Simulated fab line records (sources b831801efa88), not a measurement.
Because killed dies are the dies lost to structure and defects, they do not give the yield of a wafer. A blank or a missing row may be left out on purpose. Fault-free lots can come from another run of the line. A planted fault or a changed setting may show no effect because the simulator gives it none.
Which tool did it? | flow sky130 | 14 lots with 42 wafers sampled at 5 steps, on a route of 708 steps

WHAT THE GAUGES READ, wafer by wafer
SKY_LDD_HVN_OVL_MEAS_07. Usual: LDD_HVN_OVL gives -0.5 nm (standard deviation 1.2).
lot  | measured     | on         | LDD_HVN_OVL (nm) | flag
L821 | day 20 15:31 | overlay-02 | 0.1 -0.2 0.3     | 
L823 | day 21 07:58 | overlay-01 | -3.0 -2.0 -1.6   | 
L822 | day 21 08:16 | overlay-02 | 0.7 -3.8 -2.2    | 
L824 | day 21 14:43 | overlay-01 | -0.3 -0.1 0.9    | 
L825 | day 21 18:43 | overlay-02 | 0.3 0.4 0.0      | 
L826 | day 22 18:22 | overlay-01 | -0.8 0.5 -0.8    | 
L827 | day 23 01:31 | overlay-02 | -0.6 0.6 -1.1    | 
L833 | day 25 08:43 | overlay-01 | 1.1 1.0 0.0      | 
L834 | day 25 10:16 | overlay-02 | 0.8 0.0 0.0      | 
L835 | day 25 18:10 | overlay-02 | -0.8 -1.3 -1.1   | 
L836 | day 26 02:49 | overlay-02 | -1.3 -1.1 -2.3   | 
L837 | day 26 04:58 | overlay-02 | 0.5 0.1 1.2      | 
L841 | day 27 17:01 | overlay-01 | -1.9 -0.9 -0.5   | 
L842 | day 28 04:43 | overlay-02 | -1.4 -0.7 -0.6   | 

SKY_LDD_HVP_OVL_MEAS_07. Usual: LDD_HVP_OVL gives 0.5 nm (standard deviation 1.6).
lot  | measured     | on         | LDD_HVP_OVL (nm) | flag
L821 | day 21 22:44 | overlay-01 | -2.1 0.3 -1.1    | 
L823 | day 22 14:32 | overlay-02 | 2.7 0.8 0.8      | 
L822 | day 22 15:20 | overlay-01 | 1.0 -0.4 -2.3    | 
L824 | day 22 20:52 | overlay-01 | 0.3 -3.1 -0.7    | 
L825 | day 23 01:37 | overlay-01 | -0.2 1.9 0.7     | 
L826 | day 24 00:59 | overlay-01 | 0.6 4.1 1.6      | 
L827 | day 24 07:08 | overlay-02 | -1.7 -3.7 -0.3   | 
L833 | day 26 14:58 | overlay-02 | 1.7 2.1 0.5      | 
L834 | day 26 15:56 | overlay-02 | 0.9 -2.8 -0.6    | 
L835 | day 26 22:49 | overlay-02 | 0.7 1.6 3.2      | 
L836 | day 27 08:20 | overlay-01 | 0.3 2.0 2.2      | 
L837 | day 27 10:51 | overlay-01 | 4.9 1.8 4.2      | 
L841 | day 28 21:08 | overlay-02 | 0.4 -0.3 -0.9    | 
L842 | day 29 08:01 | overlay-02 | -0.5 -0.7 -1.2   | 

SKY_LDD_HVP_TW_MEAS_10. Usual: LDD_HVP_TW gives 457 (standard deviation 4.8).
lot  | measured     | on           | LDD_HVP_TW  | flag
L821 | day 21 23:01 | filmMetro-02 | 455 454 455 | 
L823 | day 22 14:49 | filmMetro-02 | 453 451 452 | 
L822 | day 22 15:37 | filmMetro-01 | 464 462 465 | 
L824 | day 22 21:09 | filmMetro-04 | 455 457 453 | 
L825 | day 23 01:54 | filmMetro-04 | 452 451 451 | 
L826 | day 24 01:16 | filmMetro-01 | 462 462 461 | 
L827 | day 24 07:25 | filmMetro-01 | 463 462 463 | 
L833 | day 26 15:14 | filmMetro-02 | 451 452 455 | 
L834 | day 26 16:14 | filmMetro-01 | 461 463 461 | 
L835 | day 26 23:05 | filmMetro-01 | 462 460 462 | 
L836 | day 27 08:37 | filmMetro-02 | 455 454 454 | 
L837 | day 27 11:08 | filmMetro-01 | 461 463 464 | 
L841 | day 28 21:26 | filmMetro-01 | 463 461 464 | 
L842 | day 29 08:17 | filmMetro-01 | 462 460 462 | 

SKY_LDD_LDN_OVL_MEAS_07. Usual: LDD_LDN_OVL gives -1.9 nm (standard deviation 1.2).
lot  | measured     | on         | LDD_LDN_OVL (nm)  | flag
L821 | day 23 04:41 | overlay-02 | -2.5 -2.9 -2.3    | 
L823 | day 23 20:26 | overlay-02 | -1.8 -1.7 -2.5    | 
L822 | day 23 21:40 | overlay-02 | -1.4 0.3 -1.0     | 
L824 | day 24 02:56 | overlay-02 | -1.9 -2.4 -0.3    | 
L825 | day 24 07:52 | overlay-02 | -2.4 -1.8 -1.8    | 
L826 | day 25 04:32 | overlay-02 | -2.4 -1.5 0.9     | 
L827 | day 25 10:26 | overlay-01 | -0.5 -0.9 -3.7    | 
L833 | day 27 20:01 | overlay-02 | -2.2 -0.4 -3.0    | 
L834 | day 27 21:14 | overlay-02 | -2.1 -1.1 -0.5    | 
L835 | day 28 02:43 | overlay-02 | 191.8 191.0 191.5 | OFF
L836 | day 28 12:14 | overlay-02 | 194.2 192.2 189.2 | OFF
L837 | day 28 15:49 | overlay-01 | -2.9 -4.2 -2.8    | 
L841 | day 30 01:25 | overlay-01 | -2.5 -2.5 -2.6    | 
L842 | day 30 10:53 | overlay-02 | -4.0 -2.5 -1.7    | 

WHICH TOOL RAN EACH LOT (tool, then ch and the chambers of the sampled wafers, then the start)
lot  | SKY_LDD_LDN_EXPOSE_04
L821 | ilineStepper-01 ch 0, day 22 14:07
L823 | ilineStepper-01 ch 0, day 23 05:34
L822 | ilineStepper-01 ch 0, day 23 06:42
L824 | ilineStepper-02 ch 0, day 23 11:57
L825 | ilineStepper-02 ch 0, day 23 17:06
L826 | ilineStepper-02 ch 0, day 24 14:58
L827 | ilineStepper-02 ch 0, day 24 21:14
L833 | ilineStepper-02 ch 0, day 27 05:50
L834 | ilineStepper-01 ch 0, day 27 07:44
L835 | ilineStepper-01 ch 0, day 27 13:04
L836 | ilineStepper-01 ch 0, day 27 22:31
L837 | ilineStepper-02 ch 0, day 28 01:58
L841 | ilineStepper-02 ch 0, day 29 11:39
L842 | ilineStepper-02 ch 0, day 29 21:29
- SKY_LDD_LDN_EXPOSE_04: exposes mask LDNTM, target cd 700 nm.

WHAT THE TOOLS THEMSELVES READ (means of the sampled wafers that have a number; where no wafer has one, the mark that the record gives instead)
The record holds no such reading with a usual standard deviation.

THE ANSWER, worked out from the rows above alone
Rule: take the mean of a lot's wafers that have a number; if it is more than 3 standard deviations from the usual mean, the lot is off. Also off: a lot with no number at a reading for which 4 or more lots have one. All remaining lots with rows at the step are treated as sound. After the gauges, taken in route order, come the tools' own readings; for these a lot's mean is taken, as printed above. The first step at which some lot is off is used, and at that step the reading that is off furthest; a lot without a number counts as furthest.
Off: at SKY_LDD_LDN_OVL_MEAS_07 (LDD_LDN_OVL), L835, L836.
If a tool, at a process step before that reading, ran all the lots that are off and no sound lot after the first of them, it fits. Those tools and the gauges at SKY_LDD_LDN_OVL_MEAS_07 are tried in the same way. One candidate fits, namely ilineStepper-01 at SKY_LDD_LDN_EXPOSE_04. A fault onset in the window from L834 (day 27 07:44, its last sound lot) to L835 (day 27 13:04, its first lot off) fits.

WHAT THE SIMULATOR HAD INSERTED
Scanner matching overlay: ilineStepper-01, from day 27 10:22 on, at SKY_LDD_LDN_EXPOSE_04. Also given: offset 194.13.
Shown lots that were struck: L835, L836. The rule above found the same.
